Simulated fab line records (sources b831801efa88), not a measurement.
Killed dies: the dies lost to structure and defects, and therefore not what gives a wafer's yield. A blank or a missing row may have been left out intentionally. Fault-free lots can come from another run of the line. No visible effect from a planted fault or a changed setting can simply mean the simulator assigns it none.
fab line records	flow sky130
[record] lots = 6	wafers = 18	last_day = 49
route steps=708 shown VT_ADJUST_LVTN@105 VT_ADJUST_NCORE@119 VT_ADJUST_HVTR@131 VT_ADJUST_PCH@143 PAD_OPEN@708
lots that met no fault: from a run of the same line without faults
start_h: start of the lot's first displayed wafer, in hours after the record's first day	wait_h: hours elapsed since this lot's preceding step	" identical to the entry in the row above	L1.1+2: several wafers, shown together as one row	- no value, or no start was given	* or withheld: withheld	< > ~ a bound
route shown NAME@n: a module of which the file shows steps, and the number in the route of the first	usual: the fault-free wafers' mean and standard deviation	same: alike in all rows	chamber/n: place in a boat	sites: per-site readings	_std_site: their standard deviation	_edge_site: inner sites' mean taken away from outer sites' mean	radius_mm: for every site, how far away it sits from the centre of the wafer	mask NAME#n: copy n	behind: the tool/chamber that last shaped the wafer	hold: reason for holding the lot/hours on hold/outcome of the hold	device: the transistor (n, p or np) that didn't switch	end of line: tests run on the same wafers once the route is complete	step lacking rows: just its recipe	killed: dies lost to structure and defects at the first sort, not the wafer's yield	map: a wafer's dies, x killed, . not, _ none there
set.NAME: the setting that was run; set.NAME@STEP: the one run at that earlier step	model.NAME: the simulator's own value behind a step, which no gauge read
certain route steps with their lots: each step a table, each wafer a row
services: from which hour (start_h, from the record's first day; less than 0 if before it) a tool's chamber was out of use, for how many hours, and why
[[steps]]
[step SKY_VT_ADJUST_LVTN_IMPLANT_08]
[recipe] species = B	energy_kev = 30	dose_cm2 = 1.57e+12	tilt_deg = withheld
[step SKY_VT_ADJUST_LVTN_STRIP_09]
[recipe] chemistry = O2/N2	power_w = 1400	pressure_mtorr = 1500	platen_temp_c = withheld	o2_flow_sccm = 3000	n2_flow_sccm = 300	overash_fraction = 0.5
[usual] drypump_motor_current_A = 5.4/0.45	oes_product_au = 0.722/0.0043	strip_time_to_endpoint_s = 36.92/0.12
lot.wafer	tool	chamber	start_h	wait_h	drypump_motor_current_A	oes_product_au	rf_hours_counter_h	strip_time_to_endpoint_s
L448.1	plasma_asher-03	0	140.60	0.1	6.1	0.717	31	37.07
L448.3	"	0	"	"	6.1	0.725	-	37.12
L448.4	"	1	"	"	5.5	0.721	-	36.96
L449.4	plasma_asher-03	1	142.83	0.1	5.5	0.727	-	37.05
L449.5	"	0	"	"	6.1	0.723	-	36.95
L449.6	"	1	"	"	5.5	0.724	-	37.04
L457.2	plasma_asher-02	0	210.90	0.1	5.4	0.730	53	36.96
L457.4	"	0	"	"	5.4	0.728	-	36.88
L457.6	"	1	"	"	5.7	0.720	-	36.90
L460.1	plasma_asher-02	0	221.65	0.1	5.5	0.720	54	36.84
L460.4	"	1	"	"	5.7	0.720	-	36.89
L460.5	"	0	"	"	5.5	0.724	-	36.82
L468.1	plasma_asher-04	1	270.95	0.1	4.7	0.725	16	37.03
L468.2	"	0	"	"	5.2	0.720	16	37.08
L468.5	"	0	"	"	5.2	0.722	-	36.93
L469.1	plasma_asher-02	1	277.65	0.1	5.7	0.724	59	36.84
L469.3	"	1	"	"	5.7	0.715	-	36.94
L469.6	"	0	"	"	5.5	0.717	-	36.90
[step SKY_VT_ADJUST_LVTN_TW_MEAS_10]
[usual] VT_ADJUST_LVTN_TW = 242.1/2.1
lot.wafer	tool	chamber	start_h	wait_h	VT_ADJUST_LVTN_TW
L448.1	film_metro-02	-	140.70	0.1	240.7
L448.3	"	-	"	"	240.5
L448.4	"	-	"	"	243.2
L449.4	film_metro-02	-	142.93	0.1	242.0
L449.5	"	-	"	"	242.2
L449.6	"	-	"	"	241.9
L457.2	film_metro-02	-	211.01	0.1	243.3
L457.4	"	-	"	"	242.1
L457.6	"	-	"	"	242.8
L460.1	film_metro-02	-	221.75	0.1	241.4
L460.4	"	-	"	"	240.3
L460.5	"	-	"	"	242.3
L468.1	film_metro-04	-	271.05	0.1	239.7
L468.2	"	-	"	"	238.2
L468.5	"	-	"	"	240.5
L469.1	film_metro-03	-	277.75	0.1	243.8
L469.3	"	-	"	"	244.7
L469.6	"	-	"	"	244.1
[step SKY_VT_ADJUST_LVTN_DEHYDRATE_11]
[recipe] temp_c = 200	time_s = 60
[step SKY_VT_ADJUST_LVTN_HMDS_12]
[recipe] prime_time_s = 60	prime_temp_c = 120
[step SKY_VT_ADJUST_LVTN_COAT_13]
[recipe] resist = NOVOLAK	spin_rpm = 3000	resist_thk_nm = 1140
[step SKY_VT_ADJUST_LVTN_SOFTBAKE_14]
[recipe] temp_c = 90	time_s = 60	resist = NOVOLAK
[step SKY_VT_ADJUST_LVTN_EXPOSE_15]
[recipe] mask_id = HVN_STD_DERIVED	na = 0.6	source_shape = conventional	sigma_outer = 0.6	polarization = unpolarized	target_cd_nm = 600	dose_mj = 163
[step SKY_VT_ADJUST_LVTN_PEB_16]
[recipe] temp_c = withheld	time_s = *	resist = NOVOLAK
[step SKY_VT_ADJUST_LVTN_DEVELOP_17]
[recipe] resist = NOVOLAK	developer = TMAH	develop_time_s = 60	dev_temp_c = 23
[step SKY_VT_ADJUST_LVTN_OVL_MEAS_18]
[usual] VT_ADJUST_LVTN_01_OVL = -0.7/1.3
lot.wafer	tool	chamber	start_h	wait_h	VT_ADJUST_LVTN_01_OVL[nm]
L448.1	overlay-01	-	160.11	0.1	-2.2
L448.3	"	-	"	"	-1.5
L448.4	"	-	"	"	-1.6
L449.4	overlay-02	-	162.38	0.1	-0.1
L449.5	"	-	"	"	-1.9
L449.6	"	-	"	"	-2.4
L457.2	overlay-02	-	233.12	0.1	-1.6
L457.4	"	-	"	"	1.0
L457.6	"	-	"	"	-0.4
L460.1	overlay-02	-	244.56	0.1	0.5
L460.4	"	-	"	"	-1.7
L460.5	"	-	"	"	-0.1
L468.1	overlay-02	-	295.41	0.1	-2.0
L468.2	"	-	"	"	-3.1
L468.5	"	-	"	"	-0.5
L469.1	overlay-01	-	302.51	0.1	-2.1
L469.3	"	-	"	"	-1.6
L469.6	"	-	"	"	-0.5
[step SKY_VT_ADJUST_LVTN_IMPLANT_19]
[recipe] species = B	energy_kev = 30	dose_cm2 = 6.5e+11	tilt_deg = withheld
[step SKY_VT_ADJUST_LVTN_STRIP_20]
[recipe] chemistry = O2/N2	power_w = 1400	pressure_mtorr = 1500	platen_temp_c = withheld	o2_flow_sccm = 3000	n2_flow_sccm = 300	overash_fraction = 0.5
[usual] drypump_motor_current_A = 5.4/0.43	oes_product_au = 0.715/0.0044	strip_time_to_endpoint_s = 14.18/0.038
lot.wafer	tool	chamber	start_h	wait_h	drypump_motor_current_A	oes_product_au	rf_hours_counter_h	strip_time_to_endpoint_s
L448.1	plasma_asher-04	1	160.30	0.1	4.7	0.722	5	14.11
L448.3	"	1	"	"	4.7	0.715	-	14.14
L448.4	"	0	"	"	5.2	0.709	-	14.12
L449.4	plasma_asher-04	1	162.58	0.1	4.7	0.717	-	14.19
L449.5	"	0	"	"	5.2	0.719	-	14.18
L449.6	"	1	"	"	4.7	0.712	-	14.13
L457.2	plasma_asher-03	0	233.30	0.1	6.1	0.722	42	14.22
L457.4	"	1	"	"	5.6	0.708	-	14.21
L457.6	"	0	"	"	6.1	0.707	-	14.25
L460.1	plasma_asher-03	1	244.75	0.1	5.6	0.720	43	14.16
L460.4	"	1	"	"	5.6	0.719	-	14.22
L460.5	"	0	"	"	6.1	0.720	-	14.19
L468.1	plasma_asher-03	0	295.60	0.1	6.1	0.719	48	14.22
L468.2	"	1	"	"	5.5	0.713	48	14.22
L468.5	"	1	"	"	5.5	0.715	-	14.18
L469.1	plasma_asher-03	0	302.70	0.1	6.1	0.716	49	14.22
L469.3	"	0	"	"	6.0	0.714	-	14.24
L469.6	"	0	"	"	6.0	0.719	-	14.22
[step SKY_VT_ADJUST_LVTN_TW_MEAS_21]
[usual] VT_ADJUST_LVTN_2_TW = 187.9/2.1
lot.wafer	tool	chamber	start_h	wait_h	VT_ADJUST_LVTN_2_TW
L448.1	film_metro-03	-	160.40	0.1	190.4
L448.3	"	-	"	"	191.3
L448.4	"	-	"	"	191.4
L449.4	film_metro-04	-	162.68	0.1	186.7
L449.5	"	-	"	"	185.1
L449.6	"	-	"	"	184.8
L457.2	film_metro-04	-	233.41	0.1	185.3
L457.4	"	-	"	"	185.4
L457.6	"	-	"	"	185.4
L460.1	film_metro-02	-	244.85	0.1	188.4
L460.4	"	-	"	"	188.6
L460.5	"	-	"	"	188.3
L468.1	film_metro-02	-	295.70	0.1	188.6
L468.2	"	-	"	"	189.5
L468.5	"	-	"	"	189.5
L469.1	film_metro-04	-	302.80	0.1	185.4
L469.3	"	-	"	"	185.2
L469.6	"	-	"	"	186.1
[step SKY_VT_ADJUST_NCORE_DEHYDRATE_00]
[recipe] temp_c = 200	time_s = 60
[step SKY_VT_ADJUST_NCORE_HMDS_01]
[recipe] prime_time_s = 60	prime_temp_c = 120
[step SKY_VT_ADJUST_NCORE_COAT_02]
[recipe] resist = NOVOLAK	spin_rpm = 3000	resist_thk_nm = 1140
[step SKY_VT_ADJUST_NCORE_SOFTBAKE_03]
[recipe] temp_c = 90	time_s = 60	resist = NOVOLAK
[step SKY_VT_ADJUST_NCORE_EXPOSE_04]
[recipe] mask_id = LVTN_COMPLEMENT_THIN	na = 0.6	source_shape = conventional	sigma_outer = 0.6	polarization = unpolarized	target_cd_nm = 380	dose_mj = 139
[step SKY_VT_ADJUST_NCORE_PEB_05]
[recipe] temp_c = withheld	time_s = *	resist = NOVOLAK
[step SKY_VT_ADJUST_NCORE_DEVELOP_06]
[recipe] resist = NOVOLAK	developer = TMAH	develop_time_s = 60	dev_temp_c = 23
[step SKY_VT_ADJUST_NCORE_CD_MEAS_07]
[recipe] target_cd_nm = 380
[usual] cd_nm = 380/3.2
lot.wafer	tool	chamber	start_h	wait_h	cd_nm
L448.1	cd_sem-02	-	180.61	0.1	377
L448.3	"	-	"	"	378
L448.4	"	-	"	"	379
L449.4	cd_sem-02	-	182.82	0.1	382
L449.5	"	-	"	"	384
L449.6	"	-	"	"	384
L457.2	cd_sem-01	-	256.87	0.1	379
L457.4	"	-	"	"	380
L457.6	"	-	"	"	382
L460.1	cd_sem-01	-	268.76	0.1	383
L460.4	"	-	"	"	383
L460.5	"	-	"	"	385
L468.1	cd_sem-02	-	321.30	0.1	384
L468.2	"	-	"	"	384
L468.5	"	-	"	"	384
L469.1	cd_sem-02	-	328.76	0.1	376
L469.3	"	-	"	"	375
L469.6	"	-	"	"	374
[step SKY_VT_ADJUST_NCORE_OVL_MEAS_08]
[usual] VT_ADJUST_NCORE_OVL = -0.1/1.4
lot.wafer	tool	chamber	start_h	wait_h	VT_ADJUST_NCORE_OVL[nm]
L448.1	overlay-02	-	180.73	0.1	0.0
L448.3	"	-	"	"	0.8
L448.4	"	-	"	"	1.7
L449.4	overlay-01	-	182.90	0.1	3.0
L449.5	"	-	"	"	1.7
L449.6	"	-	"	"	0.3
L457.2	overlay-01	-	256.98	0.1	-0.6
L457.4	"	-	"	"	-2.7
L457.6	"	-	"	"	-1.0
L460.1	overlay-02	-	268.88	0.1	0.4
L460.4	"	-	"	"	-1.0
L460.5	"	-	"	"	2.4
L468.1	overlay-01	-	321.42	0.1	-0.2
L468.2	"	-	"	"	1.3
L468.5	"	-	"	"	0.6
L469.1	overlay-01	-	328.88	0.1	-0.7
L469.3	"	-	"	"	-0.1
L469.6	"	-	"	"	-2.7
[step SKY_VT_ADJUST_NCORE_IMPLANT_09]
[recipe] species = B	energy_kev = 10	dose_cm2 = 2.4e+12	tilt_deg = withheld
[step SKY_VT_ADJUST_NCORE_STRIP_10]
[recipe] chemistry = O2/N2	power_w = 1400	pressure_mtorr = 1500	platen_temp_c = withheld	o2_flow_sccm = 3000	n2_flow_sccm = 300	overash_fraction = 0.5
[usual] drypump_motor_current_A = 5.70/0.25	oes_product_au = 0.715/0.0045	strip_time_to_endpoint_s = 14.18/0.041
lot.wafer	tool	chamber	start_h	wait_h	drypump_motor_current_A	oes_product_au	rf_hours_counter_h	strip_time_to_endpoint_s
L448.1	plasma_asher-01	0	180.91	0.1	5.42	0.716	46	14.08
L448.3	"	1	"	"	6.02	0.726	-	14.12
L448.4	"	0	"	"	5.45	0.713	-	14.13
L449.4	plasma_asher-01	0	183.10	0.1	5.41	0.716	-	14.16
L449.5	"	1	"	"	5.99	0.714	-	14.14
L449.6	"	0	"	"	5.43	0.717	-	14.15
L457.2	plasma_asher-01	1	257.16	0.1	6.02	0.712	54	14.17
L457.4	"	0	"	"	5.44	0.716	-	14.19
L457.6	"	1	"	"	6.02	0.709	-	14.17
L460.1	plasma_asher-03	1	269.07	0.1	5.50	0.713	45	14.17
L460.4	"	0	"	"	6.07	0.715	-	14.14
L460.5	"	0	"	"	6.04	0.717	-	14.18
L468.1	plasma_asher-02	0	321.61	0.1	5.46	0.715	64	14.09
L468.2	"	1	"	"	5.75	0.723	64	14.16
L468.5	"	0	"	"	5.46	0.715	-	14.12
L469.1	plasma_asher-01	1	329.07	0.1	6.02	0.723	60	14.16
L469.3	"	0	"	"	5.42	0.715	-	14.18
L469.6	"	1	"	"	6.04	0.721	-	14.21
[step SKY_VT_ADJUST_NCORE_TW_MEAS_11]
[usual] VT_ADJUST_NCORE_TW = 218.6/2.3
lot.wafer	tool	chamber	start_h	wait_h	VT_ADJUST_NCORE_TW
L448.1	film_metro-04	-	181.01	0.1	217.3
L448.3	"	-	"	"	218.6
L448.4	"	-	"	"	218.4
L449.4	film_metro-03	-	183.20	0.1	222.8
L449.5	"	-	"	"	222.9
L449.6	"	-	"	"	222.8
L457.2	film_metro-04	-	257.27	0.1	215.9
L457.4	"	-	"	"	216.3
L457.6	"	-	"	"	217.3
L460.1	film_metro-04	-	269.17	0.1	217.1
L460.4	"	-	"	"	216.5
L460.5	"	-	"	"	217.0
L468.1	film_metro-03	-	321.71	0.1	221.0
L468.2	"	-	"	"	221.2
L468.5	"	-	"	"	220.9
L469.1	film_metro-03	-	329.17	0.1	221.5
L469.3	"	-	"	"	221.2
L469.6	"	-	"	"	221.0
[step SKY_VT_ADJUST_HVTR_DEHYDRATE_00]
[recipe] temp_c = 200	time_s = 60
[step SKY_VT_ADJUST_HVTR_HMDS_01]
[recipe] prime_time_s = 60	prime_temp_c = 120
[step SKY_VT_ADJUST_HVTR_COAT_02]
[recipe] resist = NOVOLAK	spin_rpm = 3000	resist_thk_nm = 1140
[step SKY_VT_ADJUST_HVTR_SOFTBAKE_03]
[recipe] temp_c = 90	time_s = 60	resist = NOVOLAK
[step SKY_VT_ADJUST_HVTR_EXPOSE_04]
[recipe] mask_id = HVTRM	target_cd_nm = 380	na = 0.6	source_shape = conventional	sigma_outer = 0.6	dose_mj = 150
[step SKY_VT_ADJUST_HVTR_PEB_05]
[recipe] temp_c = withheld	time_s = *	resist = NOVOLAK
[step SKY_VT_ADJUST_HVTR_DEVELOP_06]
[recipe] develop_time_s = 60	dev_temp_c = 23
[step SKY_VT_ADJUST_HVTR_CD_MEAS_07]
[recipe] target_cd_nm = 380
[usual] cd_nm = 380.3/2.4
lot.wafer	tool	chamber	start_h	wait_h	cd_nm
L448.1	cd_sem-02	-	201.46	0.1	378.6
L448.3	"	-	"	"	377.6
L448.4	"	-	"	"	380.6
L449.4	cd_sem-02	-	203.07	0.1	379.6
L449.5	"	-	"	"	376.6
L449.6	"	-	"	"	378.9
L457.2	cd_sem-02	-	281.02	0.1	383.4
L457.4	"	-	"	"	383.7
L457.6	"	-	"	"	381.5
L460.1	cd_sem-01	-	293.31	0.1	382.0
L460.4	"	-	"	"	378.9
L460.5	"	-	"	"	381.0
L468.1	cd_sem-02	-	347.31	0.1	377.5
L468.2	"	-	"	"	378.4
L468.5	"	-	"	"	379.9
L469.1	cd_sem-02	-	356.10	0.1	374.1
L469.3	"	-	"	"	376.6
L469.6	"	-	"	"	378.5
[step SKY_VT_ADJUST_HVTR_OVL_MEAS_08]
[usual] VT_ADJUST_HVTR_OVL = 0.2/1.4
lot.wafer	tool	chamber	start_h	wait_h	VT_ADJUST_HVTR_OVL[nm]
L448.1	overlay-02	-	201.58	0.1	2.0
L448.3	"	-	"	"	1.7
L448.4	"	-	"	"	-1.9
L449.4	overlay-02	-	203.14	0.1	-1.3
L449.5	"	-	"	"	0.7
L449.6	"	-	"	"	1.0
L457.2	overlay-01	-	281.13	0.1	0.7
L457.4	"	-	"	"	0.4
L457.6	"	-	"	"	0.6
L460.1	overlay-01	-	293.43	0.1	-0.7
L460.4	"	-	"	"	-1.2
L460.5	"	-	"	"	-0.3
L468.1	overlay-01	-	347.43	0.1	1.5
L468.2	"	-	"	"	0.9
L468.5	"	-	"	"	-1.0
L469.1	overlay-02	-	356.22	0.1	0.2
L469.3	"	-	"	"	-0.1
L469.6	"	-	"	"	-0.1
[step SKY_VT_ADJUST_HVTR_IMPLANT_09]
[recipe] species = B	energy_kev = 10	dose_cm2 = 2.1e+12	tilt_deg = withheld
[step SKY_VT_ADJUST_HVTR_STRIP_10]
[recipe] chemistry = O2/N2	power_w = 1400	pressure_mtorr = 1500	platen_temp_c = withheld	o2_flow_sccm = 3000	n2_flow_sccm = 300	overash_fraction = 0.5
[usual] drypump_motor_current_A = 5.4/0.47	oes_product_au = 0.715/0.0042	strip_time_to_endpoint_s = 14.18/0.047
lot.wafer	tool	chamber	start_h	wait_h	drypump_motor_current_A	oes_product_au	rf_hours_counter_h	strip_time_to_endpoint_s
L448.1	plasma_asher-04	1	201.77	0.1	4.7	0.715	9	14.22
L448.3	"	1	"	"	4.7	0.718	-	14.19
L448.4	"	0	"	"	5.2	0.712	-	14.18
L449.4	plasma_asher-04	1	203.34	0.1	4.7	0.708	-	14.16
L449.5	"	0	"	"	5.2	0.724	-	14.16
L449.6	"	1	"	"	4.7	0.710	-	14.15
L457.2	plasma_asher-03	0	281.31	0.1	6.0	0.704	46	14.14
L457.4	"	1	"	"	5.6	0.717	-	14.19
L457.6	"	1	"	"	5.6	0.719	-	14.15
L460.1	plasma_asher-03	1	293.62	0.1	5.5	0.717	48	14.20
L460.4	"	1	"	"	5.5	0.718	-	14.24
L460.5	"	1	"	"	5.5	0.711	-	14.24
L468.1	plasma_asher-04	1	347.62	0.1	4.7	0.711	24	14.17
L468.2	"	0	"	"	5.2	0.705	24	14.20
L468.5	"	1	"	"	4.7	0.714	-	14.12
L469.1	plasma_asher-04	0	356.41	0.1	5.2	0.709	24	14.21
L469.3	"	0	"	"	5.2	0.712	-	14.23
L469.6	"	0	"	"	5.2	0.721	-	14.19
[step SKY_VT_ADJUST_HVTR_TW_MEAS_11]
[usual] VT_ADJUST_HVTR_TW = 210.1/1.4
lot.wafer	tool	chamber	start_h	wait_h	VT_ADJUST_HVTR_TW
L448.1	film_metro-02	-	201.87	0.1	211.8
L448.3	"	-	"	"	211.2
L448.4	"	-	"	"	212.3
L449.4	film_metro-04	-	203.44	0.1	208.8
L449.5	"	-	"	"	209.9
L449.6	"	-	"	"	210.7
L457.2	film_metro-04	-	281.42	0.1	210.2
L457.4	"	-	"	"	208.9
L457.6	"	-	"	"	208.2
L460.1	film_metro-02	-	293.72	0.1	210.8
L460.4	"	-	"	"	211.5
L460.5	"	-	"	"	211.4
L468.1	film_metro-01	-	347.72	0.1	209.7
L468.2	"	-	"	"	210.2
L468.5	"	-	"	"	209.1
L469.1	film_metro-01	-	356.51	0.1	210.6
L469.3	"	-	"	"	210.7
L469.6	"	-	"	"	211.0
[step SKY_VT_ADJUST_PCH_DEHYDRATE_00]
[recipe] temp_c = 200	time_s = 60
[step SKY_VT_ADJUST_PCH_HMDS_01]
[recipe] prime_time_s = 60	prime_temp_c = 120
[step SKY_VT_ADJUST_PCH_COAT_02]
[recipe] spin_rpm = 2000	resist_thk_nm = 3000
[step SKY_VT_ADJUST_PCH_SOFTBAKE_03]
[recipe] temp_c = 110	time_s = withheld
[step SKY_PAD_OPEN_PROBE_99]
[usual] killed_at_M0_to_M3 = 42/6.6	killed_at_M4_up = 3.0/1.8	killed_at_contacts = 25/5.1	killed_at_front_end = 15/4.4	killed_at_other = 0.3/0.56	killed_dies = 86/8.6	killed_open = 47/6.9	killed_short = 38/6
[same] gross_dies = 492	killed_at_back_side = 0
lot.wafer	tool	chamber	start_h	wait_h	killed_at_M0_to_M3	killed_at_M4_up	killed_at_contacts	killed_at_front_end	killed_at_other	killed_dies	killed_open	killed_short
L448.1	prober-01	-	1068.47	0.1	42	5	22	13	1	83	45	37
L448.3	prober-01	-	1068.57	0.2	46	2	27	17	0	92	55	36
L448.4	prober-01	-	1068.62	0.2	38	3	17	20	0	78	50	27
L449.4	prober-02	-	1074.68	0.2	37	3	14	16	0	70	36	32
L449.5	prober-02	-	1074.73	0.2	33	1	18	17	2	71	38	32
L449.6	prober-02	-	1074.78	0.2	29	3	22	17	0	71	41	30
L460.1	prober-01	-	1151.68	0.1	53	1	29	7	0	90	56	34
L460.4	prober-01	-	1151.83	0.2	37	2	29	10	0	78	39	39
L460.5	prober-01	-	1151.88	0.2	43	1	28	18	1	91	58	33
L468.1	prober-01	-	1182.81	0.1	37	4	30	44	0	115	47	39
L468.2	prober-01	-	1182.86	0.1	44	3	17	62	1	127	45	33
L468.5	prober-01	-	1183.01	0.2	35	2	19	67	1	124	32	37
L469.1	prober-02	-	1187.59	0.1	28	4	27	42	0	101	40	32
L469.3	prober-02	-	1187.69	0.2	35	1	33	49	0	118	49	34
L469.6	prober-02	-	1187.84	0.2	40	2	28	37	0	107	52	31
// killed by level:class
L448.1 CONTACT:geometric_particle:open=13 VIA1:geometric_particle:open=10 METAL1:geometric_particle:short=6 POLY_GATE:geometric_particle:short=5 VIA3:geometric_particle:open=5 METAL2:geometric_particle:short=5 METAL4:geometric_particle:short=5 LI_CONTACT:geometric_particle:open=4
L448.3 CONTACT:geometric_particle:open=13 VIA1:geometric_particle:open=9 LI_CONTACT:geometric_particle:open=8 VIA2:geometric_particle:open=7 FIELD_ISO:geometric_particle:short=5 VIA1:geometric_particle:short=5 VIA2:geometric_particle:short=5 VIA3:geometric_particle:open=5
L448.4 VIA2:geometric_particle:open=11 CONTACT:geometric_particle:open=9 VIA1:geometric_particle:open=8 FIELD_ISO:geometric_particle:short=6 POLY_GATE:geometric_particle:open=5 LI_CONTACT:geometric_particle:open=5 METAL1:geometric_particle:short=5 FIELD_ISO:geometric_particle:open=4
L449.4 FIELD_ISO:geometric_particle:open=6 CONTACT:geometric_particle:open=6 VIA1:geometric_particle:open=6 LI_CONTACT:geometric_particle:open=5 METAL2:geometric_particle:short=5 VIA3:geometric_particle:short=5 METAL1:geometric_particle:short=4 VIA2:geometric_particle:open=4
L449.5 VIA1:geometric_particle:open=10 CONTACT:geometric_particle:open=8 FIELD_ISO:geometric_particle:short=6 POLY_GATE:geometric_particle:open=5 METAL1:geometric_particle:short=5 POLY_GATE:geometric_particle:short=4 LI_CONTACT:geometric_particle:open=4 VIA2:geometric_particle:open=4
L449.6 LI_CONTACT:geometric_particle:open=7 CONTACT:geometric_particle:open=7 VIA1:geometric_particle:open=7 POLY_GATE:geometric_particle:open=5 CONTACT:geometric_particle:short=5 METAL1:geometric_particle:short=5 METAL2:geometric_particle:short=5 VIA3:geometric_particle:open=5
L460.1 LI_CONTACT:geometric_particle:open=15 VIA1:geometric_particle:open=14 VIA3:geometric_particle:open=10 VIA2:geometric_particle:open=6 METAL2:geometric_particle:short=6 CONTACT:geometric_particle:short=5 LOCAL_INTERCONNECT:geometric_particle:short=4 CONTACT:geometric_particle:open=4
L460.4 CONTACT:geometric_particle:open=9 METAL2:geometric_particle:short=7 VIA3:geometric_particle:open=6 LOCAL_INTERCONNECT:geometric_particle:short=6 VIA1:geometric_particle:open=6 LI_CONTACT:geometric_particle:open=5 VIA1:geometric_particle:short=5 VIA2:geometric_particle:open=5
L460.5 CONTACT:geometric_particle:open=17 VIA1:geometric_particle:open=12 VIA3:geometric_particle:open=8 FIELD_ISO:geometric_particle:open=6 VIA2:geometric_particle:short=5 LI_CONTACT:geometric_particle:open=4 VIA1:geometric_particle:short=4 METAL1:geometric_particle:short=4
L468.1 VT_ADJUST_LVTN:unspecified=29 CONTACT:geometric_particle:open=11 VIA2:geometric_particle:open=8 METAL1:geometric_particle:short=8 VIA1:geometric_particle:open=6 CONTACT:geometric_particle:short=6 LI_CONTACT:geometric_particle:open=5 POLY_GATE:geometric_particle:open=4
L468.2 VT_ADJUST_LVTN:unspecified=49 VIA2:geometric_particle:open=12 VIA1:geometric_particle:open=8 LI_CONTACT:geometric_particle:open=6 CONTACT:geometric_particle:open=6 METAL1:geometric_particle:short=5 FIELD_ISO:geometric_particle:open=4 VIA1:geometric_particle:short=4
L468.5 VT_ADJUST_LVTN:unspecified=55 METAL1:geometric_particle:short=8 CONTACT:geometric_particle:open=7 VIA1:geometric_particle:open=6 LI_CONTACT:geometric_particle:open=5 METAL2:geometric_particle:short=5 LOCAL_INTERCONNECT:geometric_particle:short=4 VIA2:geometric_particle:short=4
L469.1 VT_ADJUST_LVTN:unspecified=29 CONTACT:geometric_particle:open=12 VIA1:geometric_particle:open=7 LI_CONTACT:geometric_particle:open=6 VIA1:geometric_particle:short=5 FIELD_ISO:geometric_particle:open=4 LOCAL_INTERCONNECT:geometric_particle:short=4 VIA2:geometric_particle:short=4
L469.3 VT_ADJUST_LVTN:unspecified=35 CONTACT:geometric_particle:open=14 VIA1:geometric_particle:open=9 METAL1:geometric_particle:short=8 LI_CONTACT:geometric_particle:open=8 LOCAL_INTERCONNECT:geometric_particle:short=6 VIA2:geometric_particle:open=6 POLY_GATE:geometric_particle:open=4
L469.6 VT_ADJUST_LVTN:unspecified=24 CONTACT:geometric_particle:open=11 VIA3:geometric_particle:open=9 VIA1:geometric_particle:open=7 LI_CONTACT:geometric_particle:open=6 VIA1:geometric_particle:short=5 FIELD_ISO:geometric_particle:open=5 CONTACT:geometric_particle:short=4
// map L468.2 (x killed, . not)
__________.x......x._________
________x......x.x...._______
______..............xxx._____
_____.x..x..xx..xx.......____
____..x..xxxxxx.x.xx.....x___
___...x.x.xxxxxx.xx..x.....__
__.......xxxxxxxxx...x......_
_........xxxxxxxxx..x.x..x...
_.xx.x...xxxxxxxxxx.x.......x
_......xx.xxxxxx............x
_..x......x.xxx........x..x..
_.............x.....x..x.....
_.....x......x......xxx.x...x
_................x...........
_.xx.......x........x......x.
__x......x..x....x......x..._
___xx..............x.......__
____...............x......___
_____.....x.....x..x.x...____
______....x...x.......x._____
________x....xx..x.x.x_______
__________.........._________
// map L469.3 (x killed, . not)
__________x........x_________
________x...........x._______
______x..x...x...x.xx..._____
_____..xx...x.x..x.x.....____
____.......x............x.___
___..x.x.x.x..x........x...__
__x........x.........x.....x_
_xx..x...x.....x.......xxxxxx
_.....xx..............x.xxxxx
_....x......x........xx.xxxxx
_...........x.x........x.xxxx
_...x...xxx..x....x.x.xxxxxxx
_.x..x...............x.x.xxxx
_........x......xx....x...xx.
_x.......xxx......x..x.x.xx..
__..........x..xx..x.x.x...._
___..........x.......x.x...__
____....x......x.x......x.___
_____....................____
______....x...x..x......_____
________........x....._______
__________x........._________
[[services]]
tool	chamber	start_h	hours	kind
plasma_asher-04	-	117.11	0.5	repair
plasma_asher-04	0	117.75	-	clean
plasma_asher-04	1	117.75	-	clean
plasma_asher-02	-	129.45	13.3	pm
plasma_asher-02	-	142.78	28.1	pm
plasma_asher-01	-	164.04	0.8	repair
plasma_asher-03	-	306.46	2.3	repair
plasma_asher-03	-	320.00	4.3	repair
plasma_asher-04	-	330.72	1.5	repair
[[key]]
[first_sign] step = SKY_PAD_OPEN_PROBE_99	reading = killed_at_front_end	direction = up	sigmas = 8	usual = 15	struck = 50
[effect] step = SKY_PAD_OPEN_PROBE_99	reading = killed_dies	direction = up	sigmas = 3.4	usual = 86	struck = 115
met_at SKY_VT_ADJUST_LVTN_STRIP_20
struck_wafers L468.1,L468.2,L468.5,L469.1,L469.3,L469.6
tester_left_out L468,L469
onset_between 244.75 295.60
also_fits time
[fault] kind = chamber_particle_source	tool = plasma_asher-03	chamber = -	onset_h = 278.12	steps = SKY_VT_ADJUST_LVTN_STRIP_20	rate_per_visit_cm2 = 0.62669	end_h = 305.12
// tester_left_out: of these lots the tester's yield and bins aren't shown, on N5 and GAA mostly nor the transistor test; their killed dies are dies lost to structure and defects alone, not to doping, threshold or leakage, so they don't give the yield
